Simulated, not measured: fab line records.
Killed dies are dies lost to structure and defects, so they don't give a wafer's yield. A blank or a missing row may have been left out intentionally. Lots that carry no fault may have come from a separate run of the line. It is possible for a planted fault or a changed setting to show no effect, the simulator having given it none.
Chamber matching | flow sky130 | SKY_VIA4_CMP_02 on cmp-02: 4 sister chambers
The step polishes SiO2. 8 wafers are shown with their chamber, then 7 later ones without.

== WAFERS WITH THEIR CHAMBER ==
wafer  | chamber | motorCurrentA (A) | headPressurePsi (psi)
L498.1 | 2       | 10.2              | 3.999
L499.2 | 1       | 12.0              | 4.001
L499.5 | 3       | 11.5              | 3.998
L500.2 | 1       | 12.1              | 4.010
L500.3 | 0       | 13.0              | 4.001
L500.6 | 0       | 13.2              | 3.991
L507.1 | 2       | 9.5               | 3.994
L507.3 | 3       | 11.3              | 3.984

== WAFERS MISSING THEIR CHAMBER ==
wafer  | motorCurrentA (A) | headPressurePsi (psi)
L507.4 | 11.9              | 4.011
L518.1 | 11.7              | 4.000
L518.2 | 11.8              | 4.000
L518.6 | 12.4              | 4.005
L519.3 | 13.0              | 4.002
L519.5 | 11.6              | 4.003
L519.6 | 12.7              | 3.985

== WHICH CHAMBER EACH ONE RAN IN ==
wafer  | from the rows above     | in truth
L507.4 | 1                       | 1
L518.1 | can't be placed: 1 or 3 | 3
L518.2 | can't be placed: 1 or 3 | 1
L518.6 | can't be placed: 1 or 0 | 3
L519.3 | 0                       | 0
L519.5 | can't be placed: 1 or 3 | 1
L519.6 | can't be placed: 0 or 1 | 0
Correctly placed: 2 of 7. Unplaceable from these rows: 5, with the true chamber sitting among the candidates in 4. Placed wrongly: 0.
How it was worked out, from the rows above alone: a wafer's distance from a chamber is the root of the sum, over the readings, of the square of ((its reading less the chamber's mean) divided by the reading's scatter). The wafer belongs to the nearest chamber; if the next one is less than 2 further off, it can't be placed. The mean given for a chamber averages the wafers shown for that chamber. The scatter: take each reading less its chamber's mean, square it, sum over the shown wafers, divide by the number of wafers less the number of chambers, and take the root.
